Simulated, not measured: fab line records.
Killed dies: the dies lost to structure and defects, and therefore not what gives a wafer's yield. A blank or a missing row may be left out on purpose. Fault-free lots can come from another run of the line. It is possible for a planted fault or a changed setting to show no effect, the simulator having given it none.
Struck lot and sound lot, side by side || flow sky130 || 22 steps out of a route of 708
Sound: the wafers L465.3, L465.5, L465.6. Wafers struck: L469.1, L469.3, L469.6. The cause is given at the end.
At each step with rows: each side's tool, then ch and its chambers, then its first start. Under that, the readings that differ: sound wafers || struck wafers || difference of the means || sigmas: that difference in standard deviations of wafers without a fault.
alike: words and numbers the same on both sides, and readings whose means are apart by under 2 such deviations; not compared: readings that were withheld, readings missing a value for some wafer, numbers with overlapping values and no deviation given by the record, and bounds like >300 which may hide the same value.
Wherever a step has rows on one side only, a row that says differs or no value, or a row with sigmas, the two part there. Numbers that have no deviation but don't overlap get no sigmas and don't part them. A reading missing from all wafers of one side parts the sides only when that side holds two or more wafers.

first, 1 step without rows for these wafers: SKY_LOCAL_INTERCONNECT_CLEAN_18 (cleans in O3/DIW).
SKY_CONTACT_CVD_00: deposits Si3N4, target thk 75 nm.
  sound on pecvd-02 ch 0,1, day 32 04:10; struck on pecvd-01 ch 0,1,2, day 33 11:36
  alike: heater power w
SKY_CONTACT_THK_MEAS_01:
  struck on film metro-03, day 33 11:38; sound on film metro-04, day 32 04:13
  alike: CONTACT_CVD_00_THK
then, 1 step without rows for these wafers: SKY_CONTACT_HDPCVD_02 (deposits SiO2, target thk 565 nm, time 94.2 s).
SKY_CONTACT_THK_MEAS_03:
  struck on film metro-04, day 33 11:46; sound on film metro-01, day 32 04:21
  alike: CONTACT_HDPCVD_THK
SKY_CONTACT_CMP_04: polishes SiO2.
  sound on cmp-02 ch 0,1, day 32 04:23; struck on cmp-01 ch 0,2,3, day 33 11:55
  alike: motor current A, time to endpoint s
SKY_CONTACT_BOW_MEAS_05:
  struck on film metro-03, day 33 12:07; sound on film metro-04, day 32 04:44
  alike: CONTACT_BOW
then, 5 steps without rows for these wafers: SKY_CONTACT_DEHYDRATE_06 (time 60 s); SKY_CONTACT_HMDS_07 (prime time 60 s); SKY_CONTACT_COAT_08 (resist thk 60 nm); SKY_CONTACT_COAT_09 (resist thk 450 nm); SKY_CONTACT_SOFTBAKE_10 (time 90 s).
SKY_CONTACT_EXPOSE_11: exposes mask CTM1, target cd 170 nm.
  sound on krf scanner-01 ch 0, day 32 19:00; struck on krf scanner-02 ch 0, day 34 02:16
{"reading": "exposure dose mJ cm2", "sound": "37.98 37.94 37.96", "struck": "33.62 33.68 33.65", "difference": -4.31, "sigmas": -73}
  alike: mask
then, 2 steps without rows for these wafers: SKY_CONTACT_PEB_12; SKY_CONTACT_DEVELOP_13 (develop time 60 s).
SKY_CONTACT_CD_MEAS_14: the cd target is 170 nm.
  struck on cd sem-01, day 34 15:13; sound on cd sem-01, day 33 08:09
{"reading": "cd nm (nm)", "sound": "171.2 170.5 169.8", "struck": "145.4 145.3 145.6", "difference": -25.1, "sigmas": -18}
SKY_CONTACT_OVL_MEAS_15:
  struck on overlay-01, day 34 15:20; sound on overlay-02, day 33 08:14
  alike: CONTACT_OVL
SKY_CONTACT_ETCH_16: etches BARC in N2/H2, stops on SiO2, time 45.9 s, target depth 60 nm.
  sound on rie diel-02 ch 0,1, day 33 08:16; struck on rie diel-03 ch 1,2,3, day 34 15:23
{"reading": "model.CONTACT.cd nm (nm)", "sound": "172.2 171 171.6", "struck": "144.9 143.9 145.3", "difference": -26.9, "sigmas": ""}
  alike: drypump motor current A, oes product au, throttle valve pct
  not compared: rf hours counter h
SKY_CONTACT_ETCH_17: etches SiO2 in C4F8/O2/Ar, stops on Si3N4, target depth 340 nm.
  sound on rie diel-02 ch 0,1, day 33 08:19; struck on rie diel-03 ch 1,2,3, day 34 15:25
  alike: oes product au
SKY_CONTACT_ETCH_18: etches Si3N4 in CHF3/O2, stops on TiN, time 39 s, target depth 75 nm.
  sound: rie diel-02 ch 0,1; struck: rie diel-03 ch 1,2,3
{"reading": "model.CONTACT.cd nm (nm)", "sound": "172.1 171 171.5", "struck": "144.1 143.3 145.1", "difference": -27.4, "sigmas": ""}
  alike: drypump motor current A, oes product au, throttle valve pct
  not compared: rf hours counter h
SKY_CONTACT_STRIP_19: strips in O2/N2.
  sound on plasma asher-04 ch 0,1, day 33 08:26; struck on plasma asher-03 ch 0,1, day 34 15:31
  alike: drypump motor current A, oes product au, strip time to endpoint s
  not compared: rf hours counter h
-- the record jumps here: 14 days lie between the struck wafers' starts before and after (it left off in module CONTACT and takes up again in module PAD_OPEN, whose first step shown is number 708 of the route) --
SKY_PAD_OPEN_PROBE_99:
  struck on prober-02, day 48 12:30; sound on prober-02, day 47 10:44
{"reading": "killed at contacts", "sound": "20 26 18", "struck": "61 67 61", "difference": "+42", "sigmas": "+8"}
{"reading": "killed dies", "sound": "75 76 73", "struck": "129 131 120", "difference": "+52", "sigmas": "+6"}
{"reading": "model.etest.mcon chain.rc ohm", "sound": "16.08 16.52 16.01", "struck": "20.7 20.82 19.34", "difference": "+4.1", "sigmas": ""}
  alike: killed_at_M0_to_M3, killed_at_M4_up, killed at front end, killed at other, killed open, killed short

## WHERE THEY PART
Last at SKY_PAD_OPEN_PROBE_99 as far as this record goes, first at SKY_CONTACT_EXPOSE_11.

WHY: what the simulator had put in
Process parameters drifting: krf scanner-02 at SKY_CONTACT_EXPOSE_11, beginning at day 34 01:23. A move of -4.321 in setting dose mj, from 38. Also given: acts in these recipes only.
